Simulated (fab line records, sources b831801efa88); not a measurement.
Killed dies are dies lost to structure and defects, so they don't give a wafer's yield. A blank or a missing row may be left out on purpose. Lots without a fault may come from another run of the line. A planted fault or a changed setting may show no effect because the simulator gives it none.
fab line records | flow gf180mcu
record lots=24 wafers=72 last_day=34
route steps=602 shown V1@360 V2@398 M4@470 V5@544 PASSIVATION@588
lots that met no fault: from a run of the same line without faults
start_h: hours from the record's first day to the start of the lot's first wafer shown | wait_h: hours since the lot's step before | " the same as in the row above | L1.1+2: a row that stands for several wafers | - no value, or no start given | * or withheld: withheld | < > ~ a bound
route shown NAME@n: a module of which the file shows steps, and the number in the route of the first | usual: mean/standard deviation of fault-free wafers | same: alike in all rows | chamber/n: place in a boat | sites: the reading at each site | _std_site: their standard deviation | _edge_site: outer sites' mean less inner sites' | radius_mm: how far each site lies from the wafer's centre | mask NAME#n: copy n | behind: the tool/chamber that last shaped the wafer | hold: why the lot was held/for how many hours/how that ended | device: the transistor (n, p or np) that didn't switch | end of line: the same wafers' tests at the end of the route | a step without rows: its recipe alone | killed: dies lost to structure and defects at the first sort, not the wafer's yield | map: a wafer's dies, x killed, . not, _ none there
set.NAME: the setting as run; set.NAME@STEP: as run at that earlier step | model.NAME: the simulator's own value behind a step, which no gauge read
steps of the route over a sample of lots; a table a step, a row a wafer
services: from which hour (start_h, from the record's first day; less than 0 if before it) a tool's chamber was out of use, for how many hours, and why
## steps
# step GF_V1_THK_MEAS_25
# recipe thk_meas_gauge=xrf reads=W_of_V1_CVD_23
# usual V1_W_THK=362/4.4
# columns lot.wafer tool chamber start_h wait_h V1_W_THK[nm]
L074.1 film_metro-02 - 408.04 0.1 356
L074.2 " - " " 364
L074.6 " - " " 357
L075.4 film_metro-02 - 415.47 0.1 359
L075.5 " - " " 360
L075.6 " - " " 362
L076.2 film_metro-02 - 427.00 0.1 362
L076.3 " - " " 365
L076.5 " - " " 367
L077.2 film_metro-03 - 434.77 0.1 354
L077.3 " - " " 352
L077.6 " - " " 360
L078.2 film_metro-02 - 444.39 0.1 363
L078.3 " - " " 374
L078.4 " - " " 365
L079.2 film_metro-01 - 454.50 0.1 362
L079.3 " - " " 357
L079.6 " - " " 360
L080.1 film_metro-01 - 467.29 0.1 355
L080.2 " - " " 358
L080.4 " - " " 354
L081.3 film_metro-02 - 475.57 0.1 362
L081.4 " - " " 363
L081.6 " - " " 361
L082.2 film_metro-02 - 478.82 0.1 364
L082.3 " - " " 363
L082.5 " - " " 361
L083.1 film_metro-03 - 497.64 0.1 359
L083.2 " - " " 357
L083.3 " - " " 364
L084.1 film_metro-03 - 509.45 0.1 356
L084.4 " - " " 357
L084.6 " - " " 356
L085.2 film_metro-02 - 515.23 0.1 375
L085.5 " - " " 367
L085.6 " - " " 367
L086.2 film_metro-03 - 520.43 0.1 362
L086.3 " - " " 362
L086.6 " - " " 359
L087.2 film_metro-03 - 534.85 0.1 358
L087.4 " - " " 361
L087.6 " - " " 362
L088.1 film_metro-02 - 543.02 0.1 370
L088.4 " - " " 371
L088.6 " - " " 367
L089.1 film_metro-02 - 554.09 0.1 366
L089.2 " - " " 366
L089.4 " - " " 364
L090.1 film_metro-03 - 562.72 0.1 365
L090.3 " - " " 361
L090.5 " - " " 358
L091.2 film_metro-02 - 573.55 0.1 361
L091.3 " - " " 363
L091.4 " - " " 367
L092.2 film_metro-01 - 577.98 0.1 360
L092.3 " - " " 363
L092.6 " - " " 360
L093.2 film_metro-03 - 586.08 0.1 365
L093.4 " - " " 364
L093.5 " - " " 363
L095.2 film_metro-01 - 598.99 0.1 360
L095.4 " - " " 365
L095.6 " - " " 364
L094.1 film_metro-03 - 599.16 0.1 358
L094.2 " - " " 364
L094.3 " - " " 361
L096.2 film_metro-01 - 602.55 0.1 360
L096.3 " - " " 358
L096.5 " - " " 357
L097.1 film_metro-03 - 607.28 0.1 367
L097.3 " - " " 366
L097.5 " - " " 365
# step GF_V2_ETCH_16
# recipe chemistry=N2/H2 target_depth_a=withheld overetch_a=withheld time_s=withheld target=BARC ion_energy_ev=200 source_w=500 bias_w=100 pressure_mtorr=30 n2_flow_sccm=100 h2_flow_sccm=200
# usual drypump_motor_current_A=5.8/0.4 oes_product_au=0.855/0.0052 throttle_valve_pct=13.225/0.0088
# columns lot.wafer tool chamber start_h wait_h drypump_motor_current_A oes_product_au throttle_valve_pct
L074.1 rie_diel-01 2 458.85 0.0 5.5 0.855 13.224
L074.2 " 0 " " 5.9 0.858 13.225
L074.6 " 2 " " 5.5 0.850 13.216
L075.4 rie_diel-03 2 466.63 0.0 6.6 0.858 13.216
L075.5 " 1 " " 5.4 0.853 13.231
L075.6 " 0 " " 6.2 0.855 13.236
L076.2 rie_diel-01 2 476.98 0.0 5.5 0.843 13.202
L076.3 " 0 " " 5.8 0.866 13.233
L076.5 " 2 " " 5.5 0.859 13.214
L077.2 rie_diel-03 2 484.87 0.0 6.6 0.844 13.235
L077.3 " 3 " " 6.1 0.855 13.224
L077.6 " 1 " " 5.3 0.858 13.220
L078.2 rie_diel-01 2 495.08 0.0 5.6 0.856 13.234
L078.3 " 0 " " 5.9 0.853 13.232
L078.4 " 3 " " 5.4 0.856 13.218
L079.2 rie_diel-01 2 504.27 0.0 5.6 0.859 13.223
L079.3 " 1 " " 6.2 0.850 13.229
L079.6 " 0 " " 5.9 0.848 13.222
L080.1 rie_diel-03 0 516.58 0.0 6.2 0.855 13.226
L080.2 " 2 " " 6.6 0.855 13.230
L080.4 " 1 " " 5.3 0.859 13.239
L081.3 rie_diel-01 3 524.98 0.0 5.4 0.859 13.230
L081.4 " 3 " " 5.4 0.847 13.216
L081.6 " 0 " " 5.9 0.863 13.229
L082.2 rie_diel-04 3 528.35 0.0 5.8 0.857 13.226
L082.3 " 2 " " 5.6 0.860 13.216
L082.5 " 0 " " 5.5 0.856 13.217
L083.1 rie_diel-01 3 545.45 0.0 5.4 0.866 13.220
L083.2 " 1 " " 6.2 0.861 13.231
L083.3 " 0 " " 5.9 0.853 13.231
L084.1 rie_diel-01 3 556.58 0.0 5.4 0.856 13.236
L084.4 " 2 " " 5.6 0.848 13.220
L084.6 " 1 " " 6.2 0.850 13.223
L085.2 rie_diel-03 1 562.72 0.0 5.3 0.853 13.226
L085.5 " 1 " " 5.3 0.850 13.231
L085.6 " 2 " " 6.6 0.850 13.219
L086.2 rie_diel-01 0 566.80 0.0 5.9 0.856 13.213
L086.3 " 1 " " 6.3 0.854 13.205
L086.6 " 0 " " 5.9 0.858 13.229
L087.2 rie_diel-03 1 581.45 0.0 5.3 0.854 13.210
L087.4 " 3 " " 6.1 0.852 13.227
L087.6 " 0 " " 6.3 0.864 13.211
L088.1 rie_diel-03 3 589.18 0.0 6.1 0.849 13.235
L088.4 " 2 " " 6.6 0.859 13.213
L088.6 " 2 " " 6.6 0.855 13.228
L089.1 rie_diel-03 0 598.75 0.0 6.2 0.861 13.232
L089.2 " 1 " " 5.4 0.870 13.234
L089.4 " 2 " " 6.6 0.852 13.236
L090.1 rie_diel-01 0 607.37 0.0 5.9 0.858 13.224
L090.3 " 2 " " 5.5 0.864 13.216
L090.5 " 2 " " 5.5 0.861 13.234
L091.2 rie_diel-03 0 616.90 0.0 6.2 0.852 13.228
L091.3 " 2 " " 6.6 0.856 13.220
L091.4 " 1 " " 5.3 0.855 13.224
L092.2 rie_diel-03 2 622.60 0.0 6.6 0.855 13.214
L092.3 " 3 " " 6.1 0.861 13.232
L092.6 " 1 " " 5.3 0.853 13.220
L093.2 rie_diel-01 1 628.75 0.0 6.2 0.859 13.212
L093.4 " 0 " " 5.9 0.857 13.236
L093.5 " 1 " " 6.2 0.859 13.223
L095.2 rie_diel-04 1 641.62 0.0 5.5 0.858 13.231
L095.4 " 2 " " 5.6 0.862 13.222
L095.6 " 3 " " 5.8 0.859 13.229
L094.1 rie_diel-01 3 641.97 0.0 5.4 0.862 13.239
L094.2 " 1 " " 6.2 0.846 13.232
L094.3 " 2 " " 5.5 0.848 13.222
L096.2 rie_diel-04 3 645.58 0.0 5.8 0.858 13.227
L096.3 " 2 " " 5.6 0.856 13.224
L096.5 " 1 " " 5.5 0.846 13.219
L097.1 rie_diel-04 1 650.25 0.0 5.5 0.855 13.236
L097.3 " 0 " " 5.5 0.857 13.237
L097.5 " 3 " " 5.9 0.862 13.225
# step GF_M4_CD_MEAS_14
# recipe target_cd_nm=280
# usual cd_nm=280.0/1.3
# columns lot.wafer tool chamber start_h wait_h cd_nm
L074.1 cd_sem-02 - 533.34 0.1 282.1
L074.2 " - " " 281.4
L074.6 " - " " 281.7
L075.4 cd_sem-01 - 541.00 0.1 280.0
L075.5 " - " " 279.4
L075.6 " - " " 280.5
L076.2 cd_sem-01 - 551.46 0.1 278.8
L076.3 " - " " 279.2
L076.5 " - " " 278.5
L077.2 cd_sem-01 - 558.31 0.1 280.2
L077.3 " - " " 281.5
L077.6 " - " " 280.9
L078.2 cd_sem-01 - 567.94 0.1 279.5
L078.3 " - " " 279.1
L078.4 " - " " 281.4
L079.2 cd_sem-01 - 576.71 0.1 281.3
L079.3 " - " " 281.4
L079.6 " - " " 280.8
L080.1 cd_sem-01 - 586.59 0.1 278.6
L080.2 " - " " 280.0
L080.4 " - " " 280.3
L081.3 cd_sem-02 - 596.25 0.2 281.7
L081.4 " - " " 280.3
L081.6 " - " " 281.1
L082.2 cd_sem-01 - 599.54 0.1 279.1
L082.3 " - " " 279.7
L082.5 " - " " 280.0
L083.1 cd_sem-01 - 613.69 0.1 281.9
L083.2 " - " " 281.1
L083.3 " - " " 281.8
L084.1 cd_sem-01 - 624.87 0.1 281.5
L084.4 " - " " 282.9
L084.6 " - " " 282.0
L085.2 cd_sem-02 - 629.76 0.1 280.5
L085.5 " - " " 279.6
L085.6 " - " " 281.3
L086.2 cd_sem-02 - 634.04 0.1 280.3
L086.3 " - " " 278.6
L086.6 " - " " 278.8
L087.2 cd_sem-02 - 647.74 0.1 279.5
L087.4 " - " " 279.1
L087.6 " - " " 277.9
L088.1 cd_sem-01 - 654.82 0.1 280.1
L088.4 " - " " 279.7
L088.6 " - " " 280.4
L089.1 cd_sem-01 - 663.97 0.1 281.0
L089.2 " - " " 278.8
L089.4 " - " " 280.0
L090.1 cd_sem-01 - 671.27 0.1 278.9
L090.3 " - " " 279.5
L090.5 " - " " 279.7
L091.2 cd_sem-02 - 680.16 0.1 280.5
L091.3 " - " " 280.4
L091.4 " - " " 280.6
L092.2 cd_sem-01 - 686.01 0.1 277.1
L092.3 " - " " 276.9
L092.6 " - " " 276.3
L093.2 cd_sem-01 - 690.76 0.1 278.2
L093.4 " - " " 277.2
L093.5 " - " " 277.6
L095.2 cd_sem-01 - 702.61 0.1 278.7
L095.4 " - " " 278.3
L095.6 " - " " 279.3
L094.1 cd_sem-01 - 703.24 0.1 282.1
L094.2 " - " " 281.6
L094.3 " - " " 280.3
L096.2 cd_sem-01 - 707.39 0.1 280.3
L096.3 " - " " 279.8
L096.5 " - " " 281.0
L097.1 cd_sem-02 - 710.09 0.1 280.3
L097.3 " - " " 280.8
L097.5 " - " " 281.6
# step GF_V5_CMP_04
# recipe material=SiO2 down_force_psi=4 platen_rpm=60 pad_velocity_m_s=0.94248
# usual motor_current_A=11.0/0.67 retaining_ring_pressure_frac=1.001/0.0047
# columns lot.wafer tool chamber start_h wait_h motor_current_A retaining_ring_pressure_frac
L074.2 cmp-01 3 602.62 0.0 11.0 0.997
L074.1 " 0 " " 10.3 1.003
L074.6 " 3 " " 11.1 0.998
L075.4 cmp-01 0 610.30 0.2 10.5 0.999
L075.6 " 1 " " 11.9 1.001
L075.5 " 2 " " 12.1 1.004
L076.3 cmp-01 1 620.04 0.0 11.7 1.012
L076.2 " 3 " " 11.4 0.998
L076.5 " 1 " " 11.6 1.002
L077.2 cmp-02 3 626.70 0.0 10.3 1.002
L077.3 " 1 " " 11.6 1.003
L077.6 " 3 " " 10.2 1.002
L078.3 cmp-01 0 635.55 0.0 10.0 1.002
L078.2 " 2 " " 12.0 1.006
L078.4 " 3 " " 11.2 0.999
L079.2 cmp-02 0 644.31 0.0 10.4 1.003
L079.3 " 1 " " 11.3 0.999
L079.6 " 0 " " 10.3 0.990
L080.4 cmp-02 0 653.90 0.0 10.7 0.998
L080.2 " 1 " " 11.4 1.008
L080.1 " 3 " " 9.7 1.001
L081.4 cmp-02 3 660.98 0.4 10.2 1.006
L081.3 " 0 " " 10.5 0.998
L081.6 " 1 " " 11.3 0.998
L082.3 cmp-02 1 664.67 0.0 11.8 1.004
L082.2 " 2 " " 11.9 1.003
L082.5 " 2 " " 11.7 0.999
L083.2 cmp-02 1 678.68 0.2 11.1 0.998
L083.3 " 2 " " 11.8 0.995
L083.1 " 3 " " 10.2 0.996
L084.4 cmp-02 1 688.34 0.1 11.3 1.004
L084.1 " 2 " " 11.7 0.989
L084.6 " 3 " " 10.2 1.001
L085.2 cmp-01 2 693.22 0.1 11.7 1.007
L085.5 " 1 " " 12.3 1.007
L085.6 " 2 " " 12.4 1.007
L086.3 cmp-01 3 696.00 0.0 11.2 1.001
L086.2 " 1 " " 11.5 1.006
L086.6 " 0 " " 10.0 1.004
L087.4 cmp-01 3 708.82 0.1 11.0 1.001
L087.2 " 1 " " 12.0 1.000
L087.6 " 2 " " 12.1 1.000
L088.1 cmp-02 3 716.56 0.1 10.4 1.002
L088.4 " 1 " " 11.6 1.001
L088.6 " 0 " " 10.4 0.991
L089.2 cmp-02 3 725.58 0.0 10.2 1.015
L089.1 " 0 " " 10.5 0.993
L089.4 " 2 " " 11.6 1.003
L090.1 cmp-01 0 730.96 0.1 10.2 1.006
L090.3 " 3 " " 11.4 1.000
L090.5 " 0 " " 10.0 1.004
L091.3 cmp-01 3 738.23 0.0 10.9 0.996
L091.2 " 1 " " 11.3 0.991
L091.4 " 2 " " 11.9 1.006
L092.3 cmp-01 3 743.78 0.0 11.0 1.004
L092.2 " 1 " " 11.2 1.002
L092.6 " 3 " " 10.7 1.005
L093.2 cmp-02 0 748.95 0.1 10.7 1.003
L093.4 " 2 " " 11.4 1.006
L093.5 " 0 " " 10.5 0.994
L095.4 cmp-02 1 758.99 0.4 11.1 0.996
L095.2 " 2 " " 10.9 1.001
L095.6 " 0 " " 10.5 1.006
L094.3 cmp-02 0 760.14 0.7 11.2 0.993
L094.2 " 2 " " 11.6 0.999
L094.1 " 3 " " 10.1 0.998
L096.2 cmp-02 0 764.14 0.4 10.9 0.999
L096.3 " 3 " " 9.9 1.007
L096.5 " 1 " " 11.2 0.998
L097.3 cmp-02 3 766.24 0.8 10.7 0.999
L097.1 " 2 " " 11.6 0.998
L097.5 " 3 " " 10.6 1.006
# step GF_PASSIVATION_THK_MEAS_01
# recipe reads=SiO2_of_PASSIVATION_CVD_00
# usual PASSIVATION_CVD_00_THK=998/13
# columns lot.wafer tool chamber start_h wait_h PASSIVATION_CVD_00_THK[nm]
L074.1 film_metro-01 - 646.42 0.0 989
L074.2 " - " " 993
L074.6 " - " " 1016
L075.4 film_metro-01 - 654.15 0.0 1010
L075.5 " - " " 1000
L075.6 " - " " 988
L076.2 film_metro-04 - 662.08 0.0 981
L076.3 " - " " 988
L076.5 " - " " 989
L077.2 film_metro-02 - 669.06 0.0 990
L077.3 " - " " 996
L077.6 " - " " 1006
L078.2 film_metro-02 - 677.88 0.0 986
L078.3 " - " " 999
L078.4 " - " " 1005
L079.2 film_metro-04 - 685.40 0.0 984
L079.3 " - " " 992
L079.6 " - " " 1006
L080.1 film_metro-01 - 694.87 0.0 998
L080.2 " - " " 974
L080.4 " - " " 1003
L081.3 film_metro-04 - 701.69 0.1 999
L081.4 " - " " 1015
L081.6 " - " " 1024
L082.2 film_metro-02 - 704.73 0.0 985
L082.3 " - " " 1000
L082.5 " - " " 997
L083.1 film_metro-04 - 717.67 0.0 1006
L083.2 " - " " 998
L083.3 " - " " 1008
L084.1 film_metro-02 - 727.85 0.0 988
L084.4 " - " " 1012
L084.6 " - " " 1003
L085.2 film_metro-04 - 732.39 0.0 983
L085.5 " - " " 1000
L085.6 " - " " 1002
L086.2 film_metro-04 - 734.40 0.0 997
L086.3 " - " " 1007
L086.6 " - " " 1021
L087.2 film_metro-01 - 746.06 0.0 989
L087.4 " - " " 1000
L087.6 " - " " 1021
L088.1 film_metro-01 - 754.47 0.0 1002
L088.4 " - " " 1021
L088.6 " - " " 1021
L089.1 film_metro-04 - 762.66 0.0 986
L089.2 " - " " 978
L089.4 " - " " 991
L090.1 film_metro-02 - 767.41 0.0 994
L090.3 " - " " 982
L090.5 " - " " 1006
L091.2 film_metro-04 - 773.42 0.0 988
L091.3 " - " " 991
L091.4 " - " " 1005
L092.2 film_metro-04 - 779.52 0.0 974
L092.3 " - " " 981
L092.6 " - " " 1000
L093.2 film_metro-02 - 783.91 0.0 1002
L093.4 " - " " 995
L093.5 " - " " 1006
L095.2 film_metro-01 - 792.46 0.0 985
L095.4 " - " " 1011
L095.6 " - " " 994
L094.1 film_metro-02 - 794.75 0.0 993
L094.2 " - " " 993
L094.3 " - " " 999
L096.2 film_metro-04 - 798.42 0.0 987
L096.3 " - " " 979
L096.5 " - " " 987
L097.1 film_metro-01 - 800.13 0.0 988
L097.3 " - " " 1004
L097.5 " - " " 1008
# step GF_PASSIVATION_STRIP_12
# recipe chemistry=O2/N2 power_w=1400 pressure_mtorr=1500 platen_temp_c=250 o2_flow_sccm=3000 n2_flow_sccm=300 overash_fraction=0.5
# usual drypump_motor_current_A=5.5/0.49 heater_power_w=340/20 oes_product_au=0.718/0.0045 strip_time_to_endpoint_s=32.99/0.19
# columns lot.wafer tool chamber start_h wait_h drypump_motor_current_A heater_power_w oes_product_au rf_hours_counter_h strip_time_to_endpoint_s
L074.1 plasma_asher-02 0 666.56 0.1 5.5 337 0.719 57 33.26
L074.2 " 1 " " 5.4 344 0.722 57 33.17
L074.6 " 0 " " 5.5 342 0.720 - 33.15
L075.4 plasma_asher-03 1 673.91 0.2 4.8 354 0.712 - 32.54
L075.5 " 0 " " 6.5 318 0.708 - 32.96
L075.6 " 1 " " 4.8 356 0.720 - 32.83
L076.2 plasma_asher-02 1 681.56 0.1 5.4 350 0.714 58 33.08
L076.3 " 0 " " 5.5 338 0.723 - 32.95
L076.5 " 0 " " 5.5 333 0.719 - 33.00
L077.2 plasma_asher-01 0 688.43 0.1 5.6 317 0.730 114 32.75
L077.3 " 0 " " 5.6 326 0.717 - 32.87
L077.6 " 1 " " 5.3 391 0.723 - 33.08
L078.2 plasma_asher-03 1 697.21 0.1 4.8 355 0.720 90 32.98
L078.3 " 0 " " 6.5 310 0.718 - 33.04
L078.4 " 1 " " 4.8 352 0.722 - 33.07
L079.2 plasma_asher-02 0 703.86 0.1 5.5 346 0.715 60 32.99
L079.3 " 1 " " 5.4 333 0.720 - 32.84
L079.6 " 0 " " 5.5 345 0.720 - 33.32
L080.1 plasma_asher-01 0 714.16 0.1 5.6 320 0.725 117 32.74
L080.2 " 1 " " 5.3 373 0.720 117 32.60
L080.4 " 1 " " 5.3 375 0.720 - 33.07
L081.3 plasma_asher-01 1 720.74 0.2 5.3 373 0.720 - 32.82
L081.4 " 0 " " 5.6 316 0.716 - 33.10
L081.6 " 0 " " 5.6 322 0.721 - 32.81
L082.2 plasma_asher-02 0 723.41 0.1 5.6 346 0.717 62 32.72
L082.3 " 1 " " 5.4 350 0.725 - 33.39
L082.5 " 1 " " 5.4 345 0.722 - 32.94
L083.1 plasma_asher-02 0 735.26 0.1 5.5 346 0.714 64 33.14
L083.2 " 1 " " 5.4 338 0.719 64 33.07
L083.3 " 1 " " 5.4 341 0.725 - 32.95
L084.1 plasma_asher-01 0 745.11 0.1 5.6 312 0.717 0 33.01
L084.4 " 0 " " 5.6 322 0.716 - 33.32
L084.6 " 1 " " 5.3 365 0.717 - 32.83
L085.2 plasma_asher-02 1 749.36 0.1 5.4 338 0.713 65 33.17
L085.5 " 1 " " 5.4 342 0.720 - 32.77
L085.6 " 0 " " 5.5 346 0.715 - 33.11
L086.2 plasma_asher-01 0 752.06 0.1 5.6 313 0.721 1 32.86
L086.3 " 1 " " 5.3 367 0.724 - 32.75
L086.6 " 0 " " 5.6 316 0.723 - 33.10
L087.2 plasma_asher-03 0 763.43 0.1 6.5 319 0.719 97 33.00
L087.4 " 0 " " 6.5 319 0.718 - 33.06
L087.6 " 0 " " 6.5 310 0.718 - 32.67
L088.1 plasma_asher-01 0 771.26 0.1 5.6 313 0.723 3 33.31
L088.4 " 0 " " 5.6 316 0.720 - 33.37
L088.6 " 1 " " 5.3 361 0.716 - 32.92
L089.1 plasma_asher-02 0 779.11 0.1 5.5 342 0.722 68 32.93
L089.2 " 1 " " 5.4 338 0.715 68 32.63
L089.4 " 1 " " 5.4 341 0.710 - 33.27
L090.1 plasma_asher-03 0 783.91 0.1 6.6 323 0.721 100 32.96
L090.3 " 1 " " 4.8 345 0.715 - 32.97
L090.5 " 1 " " 4.8 362 0.720 - 33.00
L091.2 plasma_asher-03 1 790.20 0.1 4.8 354 0.721 100 33.24
L091.3 " 0 " " 6.6 318 0.716 - 33.28
L091.4 " 1 " " 4.8 357 0.720 - 33.19
L092.2 plasma_asher-03 0 795.63 0.1 6.5 312 0.725 101 33.02
L092.3 " 0 " " 6.5 316 0.723 - 32.63
L092.6 " 0 " " 6.5 316 0.719 - 32.84
L093.2 plasma_asher-02 1 799.18 0.1 5.4 346 0.722 71 32.99
L093.4 " 0 " " 5.5 342 0.714 - 32.86
L093.5 " 1 " " 5.4 342 0.719 - 32.62
L095.2 plasma_asher-01 1 807.30 0.1 5.3 361 0.728 7 32.81
L095.4 " 1 " " 5.3 367 0.714 - 32.95
L095.6 " 0 " " 5.6 313 0.713 - 32.90
L094.1 plasma_asher-01 1 809.95 0.1 5.3 369 0.716 7 32.98
L094.2 " 0 " " 5.6 303 0.717 7 32.94
L094.3 " 1 " " 5.3 362 0.724 - 32.90
L096.2 plasma_asher-01 1 813.85 0.1 5.3 359 0.719 7 33.04
L096.3 " 1 " " 5.3 368 0.721 - 32.89
L096.5 " 1 " " 5.3 374 0.722 - 33.09
L097.1 plasma_asher-03 1 815.25 0.1 4.8 359 0.718 103 33.13
L097.3 " 0 " " 6.6 318 0.722 - 33.03
L097.5 " 0 " " 6.6 322 0.718 - 32.99
## services
# columns tool chamber start_h hours kind
cmp-01 - 444.13 6.1 repair
cmp-01 - 459.42 2.5 repair
cmp-02 - 463.80 11.2 repair
cmp-01 - 481.08 0.6 repair
cmp-02 - 502.43 1.3 repair
cmp-01 - 519.13 3.9 repair
cmp-02 - 523.42 2.5 repair
rie_diel-01 2 523.57 4.8 repair
cmp-02 - 547.60 5.9 repair
cmp-01 - 551.22 0.7 repair
cmp-02 - 556.24 1.0 repair
cmp-01 - 564.64 0.7 repair
cmp-02 - 572.04 4.0 pm
cmp-02 - 582.87 6.8 pm
cmp-02 - 591.67 1.3 repair
cmp-01 - 652.95 5.0 pm
cmp-01 - 657.96 15.5 pm
cmp-02 - 668.86 0.3 repair
cmp-01 - 672.61 7.8 repair
rie_diel-01 1 675.54 1.4 repair
rie_diel-01 1 697.93 7.3 repair
rie_diel-01 1 707.14 9.9 repair
rie_diel-01 - 762.42 0.6 repair
rie_diel-01 - 774.22 0.4 repair
## key
fault none
